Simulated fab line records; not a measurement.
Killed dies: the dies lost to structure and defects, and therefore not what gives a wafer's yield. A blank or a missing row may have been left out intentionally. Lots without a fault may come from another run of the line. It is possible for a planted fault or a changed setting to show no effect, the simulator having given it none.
A struck lot beside a sound one -- flow sky130 -- 17 out of 708 route steps
Sound: these wafers, L696.1, L696.4, L696.6. Wafers L707.3, L707.5, L707.6 were the ones struck. Last of all comes the cause.
Order at every step that has rows: each side's tool, ch and its chambers, its first start. Under that, the readings that differ: sound wafers -- struck wafers -- difference of the means -- sigmas: that difference in standard deviations of wafers without a fault.
alike: a reading whose means differ by less than 2 such deviations, as well as words and numbers matching on both sides. not compared: withheld readings; readings where some wafer has no value; bounds like >300 that might hide an equal value; numbers whose values overlap and for which the record gives no deviation.
Wherever a step has rows on one side only, a row that says differs or no value, or a row with sigmas, the two part there. Numbers that have no deviation but don't overlap get no sigmas and don't part them. A reading that every wafer of one side lacks parts them only if that side has two wafers or more.

SKY_VT_ADJUST_HVTP_OVL_MEAS_08:
  sound on overlay-02, day 7 17:49; struck on overlay-02, day 10 22:41
  alike: VT_ADJUST_HVTP_OVL
next, for these wafers, 1 step has no rows: SKY_VT_ADJUST_HVTP_IMPLANT_09.
SKY_VT_ADJUST_HVTP_STRIP_10: strips in O2/N2.
  sound on plasmaAsher-02 ch 0,1, day 7 18:00; struck on plasmaAsher-04 ch 0,1, day 10 22:53
  alike: drypumpMotorCurrentA, oesProductAu, stripTimeToEndpointS
  not compared: rfHoursCounterH
SKY_VT_ADJUST_HVTP_TW_MEAS_11:
  sound on filmMetro-04, day 7 18:06; struck on filmMetro-04, day 10 22:59
  alike: VT_ADJUST_HVTP_TW
then, 7 steps without rows for these wafers: SKY_VT_ADJUST_LVTN_DEHYDRATE_00 (time 60 s); SKY_VT_ADJUST_LVTN_HMDS_01 (prime time 60 s); SKY_VT_ADJUST_LVTN_COAT_02 (resist thk 3000 nm); SKY_VT_ADJUST_LVTN_SOFTBAKE_03; SKY_VT_ADJUST_LVTN_EXPOSE_04 (exposes mask NWM COMPLEMENT LESS NATIVE, target cd 840 nm); SKY_VT_ADJUST_LVTN_PEB_05; SKY_VT_ADJUST_LVTN_DEVELOP_06 (develop time 60 s).
SKY_VT_ADJUST_LVTN_OVL_MEAS_07:
  sound on overlay-01, day 8 14:44; struck on overlay-01, day 11 22:16
  alike: VT_ADJUST_LVTN_OVL
SKY_VT_ADJUST_LVTN_IMPLANT_08:
  sound on implanter-03 ch 0, day 8 14:47; struck on implanter-03 ch 0, day 11 22:20
reading,sound,struck,difference,sigmas
doseIonsCm2,1.5698e+12 1.5718e+12 1.5707e+12,2.0344e+12 2.0368e+12 2.0331e+12,+4.6400e+11,+99 or more
faradayCurrentUA,9.01 8.80 8.85,11.51 11.40 11.85,+2.70,+17
SKY_VT_ADJUST_LVTN_STRIP_09: strips in O2/N2.
  sound on plasmaAsher-03 ch 0, day 8 14:56; struck on plasmaAsher-04 ch 0,1, day 11 22:28
  alike: drypumpMotorCurrentA, oesProductAu, stripTimeToEndpointS
  not compared: rfHoursCounterH
SKY_VT_ADJUST_LVTN_TW_MEAS_10:
  sound on filmMetro-01, day 8 15:02; struck on filmMetro-04, day 11 22:33
reading,sound,struck,difference,sigmas
VT_ADJUST_LVTN_TW,248 248 249,258 258 258,+10,+2
then, 1 step without rows for these wafers: SKY_VT_ADJUST_LVTN_DEHYDRATE_11 (time 60 s).
-- here the record skips 38 days between the struck wafers' starts before and after, leaving off in module VT_ADJUST_LVTN and picking up in module PAD_OPEN (first step shown: number 708 of the route) --
SKY_PAD_OPEN_PROBE_99:
  sound on prober-02, day 47 08:52; struck on prober-01, day 49 23:52
reading,sound,struck,difference,sigmas
model.etest.nfet_01v8_lvt.vtLongV (V),0.4471 0.4459 0.441,0.4517 0.4498 0.4486,+0.0054,
model.etest.nfet_01v8_lvt.bodyRiseV (V),0.1478 0.1478 0.1458,0.1516 0.153 0.1517,+0.0050,
  alike: killed_at_M0_to_M3, killed_at_M4_up, killedAtContacts, killedAtFrontEnd, killedAtOther, killedDies, killedOpen, killedShort
  not compared: model.etest.nfet_01v8_lvt.vtSatV

## WHERE THEY PART
Earliest at SKY_VT_ADJUST_LVTN_IMPLANT_08; latest, in this record, at SKY_VT_ADJUST_LVTN_TW_MEAS_10. Later steps at which nothing parts them and some readings are alike: SKY_PAD_OPEN_PROBE_99.

WHY: whatever the simulator had introduced
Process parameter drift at SKY_VT_ADJUST_LVTN_IMPLANT_08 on implanter-03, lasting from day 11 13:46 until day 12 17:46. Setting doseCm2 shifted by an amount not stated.
